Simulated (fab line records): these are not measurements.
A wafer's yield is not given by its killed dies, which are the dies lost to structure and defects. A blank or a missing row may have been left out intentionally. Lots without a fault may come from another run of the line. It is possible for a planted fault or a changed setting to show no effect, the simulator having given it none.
fab line records	flow sky130
record lots=11	wafers=33	last-day=50
route steps=708 shown FIELD_ISO@5 DNWELL@43 PWDE@54 VT_ADJUST_NCORE@123
lots untouched by any fault: they come from a run of this same line in which no faults occurred
start-h: hours from the record's first day to the start of the lot's first wafer shown	wait-h: time in hours since the lot's previous step	" same as the row above	L1.1+2: one row covering several wafers at once	- no value, or no start was given	* or withheld: withheld	< > ~ a bound
route shown NAME@n: names a module that has steps shown in the file, with the first one's number in the route	usual: the fault-free wafers' mean and standard deviation	same: alike in all rows	chamber/n: place in a boat	sites: per-site readings	_std_site: standard deviation across them	_edge_site: the outer-site mean with the inner-site mean subtracted	radius-mm: for every site, how far away it sits from the centre of the wafer	mask NAME#n: copy n	behind: the most recent tool/chamber to have shaped the wafer	hold: why the lot went on hold/how many hours it stayed there/how the hold came to an end	device: which transistor (n, p or np) failed to switch	end of line: tests run on the same wafers once the route is complete	a step with no rows: only its recipe	killed: dies that structure and defects cost at the first sort, which is not the same as the wafer's yield	map: per-die view of a wafer (x killed, . not killed, _ where there is no die)
set.NAME: the setting as run; set.NAME@STEP: as run at that earlier step	model.NAME: the simulator's own value behind a step, which no gauge read
the route's steps for a sample of lots (tables are steps, rows are wafers)
services: a tool's chamber out of use, with start hour (start-h, from the record's first day; less than 0 if before it), hours out, and reason
## steps
# step SKY_FIELD_ISO_THK_MEAS_04
# recipe reads=Si3N4_of_FIELD_ISO_CVD_03
# usual FIELD_ISO_CVD_03_THK=164.1/1.8
lot.wafer	tool	chamber	start-h	wait-h	FIELD_ISO_CVD_03_THK[nm]
L162.1	film-metro-03	-	18.09	0.0	162.8
L162.4	"	-	"	"	164.8
L162.6	"	-	"	"	162.3
L163.2	film-metro-01	-	21.99	0.0	163.9
L163.3	"	-	"	"	164.1
L163.4	"	-	"	"	163.0
L167.1	film-metro-03	-	40.25	0.0	162.3
L167.5	"	-	"	"	161.2
L167.6	"	-	"	"	159.3
L168.1	film-metro-03	-	47.90	0.0	162.4
L168.3	"	-	"	"	162.2
L168.4	"	-	"	"	162.1
L170.2	film-metro-04	-	54.79	0.0	166.2
L170.5	"	-	"	"	165.9
L170.6	"	-	"	"	164.6
L171.1	film-metro-01	-	59.20	0.0	161.4
L171.5	"	-	"	"	161.1
L171.6	"	-	"	"	162.7
L172.1	film-metro-01	-	63.48	0.0	163.6
L172.3	"	-	"	"	163.8
L172.5	"	-	"	"	163.5
L177.3	film-metro-01	-	89.85	0.0	163.8
L177.4	"	-	"	"	164.6
L177.6	"	-	"	"	164.2
L178.1	film-metro-03	-	93.48	0.0	163.5
L178.3	"	-	"	"	163.2
L178.6	"	-	"	"	164.6
L180.2	film-metro-04	-	104.28	0.0	165.1
L180.3	"	-	"	"	166.1
L180.5	"	-	"	"	164.9
L183.2	film-metro-04	-	119.04	0.0	163.4
L183.3	"	-	"	"	163.9
L183.6	"	-	"	"	163.6
# step SKY_DNWELL_STRIP_08
# recipe chemistry=O2/N2	power-w=1400	pressure-mtorr=1500	platen-temp-c=withheld	o2-flow-sccm=3000	n2-flow-sccm=300	overash-fraction=0.5
# usual drypump-motor-current-A=5.9/0.52	oes-product-au=0.722/0.0044	strip-time-to-endpoint-s=36.95/0.081
lot.wafer	tool	chamber	start-h	wait-h	drypump-motor-current-A	oes-product-au	rf-hours-counter-h	strip-time-to-endpoint-s
L162.1	plasma-asher-04	1	36.74	0.1	5.1	0.728	35	37.01
L162.4	"	0	"	"	6.3	0.726	-	37.06
L162.6	"	0	"	"	6.3	0.723	-	36.93
L163.2	plasma-asher-03	1	51.45	0.1	5.3	0.721	36	36.83
L163.3	"	1	"	"	5.3	0.718	-	36.91
L163.4	"	0	"	"	5.7	0.718	-	36.88
L167.1	plasma-asher-03	1	79.77	0.1	5.3	0.718	38	36.98
L167.5	"	1	"	"	5.4	0.719	-	36.96
L167.6	"	0	"	"	5.7	0.722	-	37.02
L168.1	plasma-asher-04	0	86.45	0.1	6.3	0.725	41	37.03
L168.3	"	1	"	"	5.1	0.723	-	37.04
L168.4	"	0	"	"	6.3	0.725	-	37.06
L170.2	plasma-asher-02	0	96.02	0.1	6.4	0.716	28	37.02
L170.5	"	0	"	"	6.4	0.723	-	36.94
L170.6	"	1	"	"	6.3	0.727	-	37.11
L171.1	plasma-asher-04	0	104.47	0.1	6.3	0.727	42	36.96
L171.5	"	1	"	"	5.0	0.729	-	37.02
L171.6	"	0	"	"	6.3	0.722	-	36.98
L172.1	plasma-asher-03	1	108.46	0.1	5.3	0.727	41	36.95
L172.3	"	1	"	"	5.3	0.733	-	36.86
L172.5	"	1	"	"	5.3	0.715	-	36.75
L177.3	plasma-asher-03	0	136.19	0.1	5.7	0.719	-	36.93
L177.4	"	1	"	"	5.3	0.722	-	36.87
L177.6	"	0	"	"	5.7	0.728	-	36.92
L178.1	plasma-asher-04	1	141.16	0.1	5.1	0.723	46	36.88
L178.3	"	0	"	"	6.3	0.726	-	36.79
L178.6	"	1	"	"	5.1	0.712	-	36.90
L180.2	plasma-asher-02	1	155.25	0.1	6.3	0.721	34	37.08
L180.3	"	0	"	"	6.4	0.736	-	37.04
L180.5	"	1	"	"	6.3	0.727	-	36.97
L183.2	plasma-asher-03	0	182.25	0.1	5.7	0.723	7	36.90
L183.3	"	1	"	"	5.3	0.725	-	37.05
L183.6	"	1	"	"	5.3	0.719	-	36.89
# step SKY_PWDE_STRIP_09
# recipe chemistry=O2/N2	power-w=1400	pressure-mtorr=1500	platen-temp-c=withheld	o2-flow-sccm=3000	n2-flow-sccm=300	overash-fraction=0.5
# usual drypump-motor-current-A=5.9/0.41	oes-product-au=0.723/0.0046	strip-time-to-endpoint-s=36.89/0.1
lot.wafer	tool	chamber	start-h	wait-h	drypump-motor-current-A	oes-product-au	rf-hours-counter-h	strip-time-to-endpoint-s
L162.1	plasma-asher-02	1	42.20	0.1	6.3	0.728	23	36.92
L162.4	"	0	"	"	6.4	0.728	-	36.87
L162.6	"	0	"	"	6.4	0.727	-	36.90
L163.2	plasma-asher-03	1	67.89	0.1	5.3	0.728	37	36.68
L163.3	"	0	"	"	5.7	0.722	-	36.76
L163.4	"	1	"	"	5.3	0.722	-	36.84
L167.1	plasma-asher-03	0	97.10	0.1	5.7	0.721	40	37.05
L167.5	"	0	"	"	5.7	0.730	-	37.09
L167.6	"	1	"	"	5.3	0.726	-	37.08
L168.1	plasma-asher-02	0	104.15	0.1	6.4	0.717	29	36.92
L168.3	"	0	"	"	6.4	0.721	-	36.94
L168.4	"	1	"	"	6.3	0.722	-	36.88
L170.2	plasma-asher-01	0	114.95	0.1	5.4	0.728	40	36.85
L170.5	"	0	"	"	5.4	0.720	-	36.79
L170.6	"	1	"	"	5.9	0.717	-	36.91
L171.1	plasma-asher-03	0	123.24	0.1	5.7	0.728	0	36.91
L171.5	"	1	"	"	5.3	0.723	-	36.82
L171.6	"	0	"	"	5.8	0.727	-	36.98
L172.1	plasma-asher-02	0	128.29	0.1	6.4	0.718	32	36.87
L172.3	"	1	"	"	6.3	0.730	-	37.06
L172.5	"	1	"	"	6.3	0.721	-	36.90
L177.3	plasma-asher-02	0	156.09	0.1	6.4	0.721	-	36.88
L177.4	"	1	"	"	6.3	0.726	-	36.90
L177.6	"	0	"	"	6.4	0.732	-	36.87
L178.1	plasma-asher-03	1	161.04	0.1	5.3	0.722	4	36.97
L178.3	"	0	"	"	5.8	0.715	-	36.91
L178.6	"	1	"	"	5.3	0.723	-	36.91
L180.2	plasma-asher-01	1	174.56	0.1	6.0	0.716	46	36.90
L180.3	"	1	"	"	5.9	0.725	-	36.80
L180.5	"	0	"	"	5.4	0.726	-	36.93
L183.2	plasma-asher-03	0	205.29	0.1	5.7	0.719	9	36.91
L183.3	"	1	"	"	5.3	0.725	-	36.91
L183.6	"	0	"	"	5.8	0.719	-	36.87
# step SKY_VT_ADJUST_NCORE_EXPOSE_04
# recipe mask-id=LVTN_COMPLEMENT_THIN	na=0.6	source-shape=conventional	sigma-outer=0.6	polarization=unpolarized	target-cd-nm=380	dose-mj=139
# usual exposure-dose-mJ-cm2=139.01/0.14	stage-vel-mm-s=500.00/0.23
lot.wafer	tool	chamber	start-h	wait-h	mask	exposure-dose-mJ-cm2	stage-vel-mm-s
L162.1	iline-stepper-02	0	140.48	-	LVTN_COMPLEMENT_THIN#0	138.97	499.83
L162.4	"	0	"	"	LVTN_COMPLEMENT_THIN#0	138.87	499.91
L162.6	"	0	"	"	LVTN_COMPLEMENT_THIN#0	139.07	499.89
L163.2	iline-stepper-01	0	170.51	-	LVTN_COMPLEMENT_THIN#0	138.93	500.27
L163.3	"	0	"	"	LVTN_COMPLEMENT_THIN#0	139.01	500.16
L163.4	"	0	"	"	LVTN_COMPLEMENT_THIN#0	139.18	500.08
L167.1	iline-stepper-01	0	208.03	-	LVTN_COMPLEMENT_THIN#0	139.05	500.51
L167.5	"	0	"	"	LVTN_COMPLEMENT_THIN#0	138.98	500.03
L167.6	"	0	"	"	LVTN_COMPLEMENT_THIN#0	138.89	500.10
L168.1	iline-stepper-01	0	216.96	-	LVTN_COMPLEMENT_THIN#0	139.13	499.61
L168.3	"	0	"	"	LVTN_COMPLEMENT_THIN#0	138.92	500.36
L168.4	"	0	"	"	LVTN_COMPLEMENT_THIN#0	139.10	499.54
L170.2	iline-stepper-02	0	230.28	-	LVTN_COMPLEMENT_THIN#0	139.08	499.89
L170.5	"	0	"	"	LVTN_COMPLEMENT_THIN#0	139.13	499.59
L170.6	"	0	"	"	LVTN_COMPLEMENT_THIN#0	138.81	500.16
L171.1	iline-stepper-01	0	241.20	-	LVTN_COMPLEMENT_THIN#0	133.64	500.31
L171.5	"	0	"	"	LVTN_COMPLEMENT_THIN#0	133.71	500.21
L171.6	"	0	"	"	LVTN_COMPLEMENT_THIN#0	133.64	500.20
L172.1	iline-stepper-02	0	248.64	-	LVTN_COMPLEMENT_THIN#0	139.12	499.78
L172.3	"	0	"	"	LVTN_COMPLEMENT_THIN#0	139.24	500.26
L172.5	"	0	"	"	LVTN_COMPLEMENT_THIN#0	139.38	500.45
L177.3	iline-stepper-01	0	280.98	-	LVTN_COMPLEMENT_THIN#0	135.00	500.04
L177.4	"	0	"	"	LVTN_COMPLEMENT_THIN#0	134.92	500.18
L177.6	"	0	"	"	LVTN_COMPLEMENT_THIN#0	135.00	500.04
L178.1	iline-stepper-01	0	290.07	-	LVTN_COMPLEMENT_THIN#0	134.66	499.94
L178.3	"	0	"	"	LVTN_COMPLEMENT_THIN#0	134.67	499.77
L178.6	"	0	"	"	LVTN_COMPLEMENT_THIN#0	134.80	499.69
L180.2	iline-stepper-02	0	306.71	-	LVTN_COMPLEMENT_THIN#0	138.95	500.40
L180.3	"	0	"	"	LVTN_COMPLEMENT_THIN#0	138.96	499.66
L180.5	"	0	"	"	LVTN_COMPLEMENT_THIN#0	138.85	499.68
L183.2	iline-stepper-02	0	345.00	-	LVTN_COMPLEMENT_THIN#0	138.83	500.11
L183.3	"	0	"	"	LVTN_COMPLEMENT_THIN#0	138.85	499.85
L183.6	"	0	"	"	LVTN_COMPLEMENT_THIN#0	138.67	499.50
# step SKY_VT_ADJUST_NCORE_CD_MEAS_07
# recipe target-cd-nm=380
# usual cd-nm=380.2/2
lot.wafer	tool	chamber	start-h	wait-h	cd-nm
L162.1	cd-sem-02	-	150.41	0.1	377.3
L162.4	"	-	"	"	377.7
L162.6	"	-	"	"	377.9
L163.2	cd-sem-02	-	180.18	0.1	380.6
L163.3	"	-	"	"	380.8
L163.4	"	-	"	"	380.7
L167.1	cd-sem-02	-	219.41	0.1	381.1
L167.5	"	-	"	"	382.9
L167.6	"	-	"	"	382.4
L168.1	cd-sem-02	-	227.71	0.1	383.7
L168.3	"	-	"	"	381.9
L168.4	"	-	"	"	383.4
L170.2	cd-sem-02	-	243.35	0.2	379.9
L170.5	"	-	"	"	376.3
L170.6	"	-	"	"	376.9
L171.1	cd-sem-02	-	252.81	0.1	373.5
L171.5	"	-	"	"	371.4
L171.6	"	-	"	"	371.4
L172.1	cd-sem-02	-	260.96	0.1	383.9
L172.3	"	-	"	"	382.3
L172.5	"	-	"	"	384.0
L177.3	cd-sem-02	-	293.71	0.1	369.8
L177.4	"	-	"	"	370.4
L177.6	"	-	"	"	371.6
L178.1	cd-sem-01	-	301.61	0.1	372.3
L178.3	"	-	"	"	370.3
L178.6	"	-	"	"	371.9
L180.2	cd-sem-01	-	320.68	0.1	381.0
L180.3	"	-	"	"	379.0
L180.5	"	-	"	"	379.4
L183.2	cd-sem-02	-	358.93	0.1	378.7
L183.3	"	-	"	"	377.4
L183.6	"	-	"	"	379.3
## services
tool	chamber	start-h	hours	kind
iline-stepper-02	-	25.14	1.7	pm
iline-stepper-01	-	43.94	1.3	repair
iline-stepper-01	-	74.00	2.2	repair
iline-stepper-01	-	79.24	1.7	pm
plasma-asher-03	-	108.75	9.0	pm
plasma-asher-03	0	108.75	9.0	vent-cycle
plasma-asher-03	1	108.75	9.0	vent-cycle
iline-stepper-01	-	116.50	0.7	repair
plasma-asher-03	0	117.75	-	clean
plasma-asher-03	1	117.75	-	clean
iline-stepper-02	-	136.27	2.4	repair
plasma-asher-04	-	155.72	13.8	repair
plasma-asher-03	-	190.67	2.8	pm
iline-stepper-01	-	195.42	1.3	repair
iline-stepper-02	-	202.11	9.9	repair
plasma-asher-01	-	222.69	14.6	pm
plasma-asher-02	-	232.02	2.8	repair
iline-stepper-02	-	236.64	-	consumable-replace:lamp
iline-stepper-02	-	243.32	1.7	pm
iline-stepper-01	-	245.56	0.6	repair
plasma-asher-04	-	279.86	3.0	repair
iline-stepper-02	-	286.85	6.7	repair
iline-stepper-01	-	297.42	1.7	pm
plasma-asher-03	-	340.07	28.1	pm
## key
first-sign step=SKY_VT_ADJUST_NCORE_EXPOSE_04	reading=exposure-dose-mJ-cm2	direction=down	sigmas=33	usual=*	struck=*
effect step=SKY_VT_ADJUST_NCORE_CD_MEAS_07	reading=cd-nm	direction=down	sigmas=4.4	usual=380.2	struck=371.4	through=control-loop
met-at SKY_VT_ADJUST_NCORE_EXPOSE_04
struck-lots L171,L177,L178
tester-left-out L171,L177,L178
loop-trim step=SKY_VT_ADJUST_NCORE_EXPOSE_04	setting=dose	lots=L177,L178
not-acting-at SKY_FIELD_ISO_THK_MEAS_04,SKY_DNWELL_STRIP_08,SKY_PWDE_STRIP_09
onset-between 216.96 241.20
fault kind=process-parameter-drift	tool=iline-stepper-01	chamber=-	onset-h=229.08	steps=SKY_VT_ADJUST_NCORE_EXPOSE_04	channel=dose-mj	offset=-5.2381	shape=step	acts-in=these-recipes-only	stated=139
# tester-left-out: of these lots the tester's yield and bins aren't shown, on N5 and GAA mostly nor the transistor test; their killed dies are dies lost to structure and defects alone, not to doping, threshold or leakage, so they don't give the yield
# loop-trim: a control loop set the setting to another value than it would have without faults
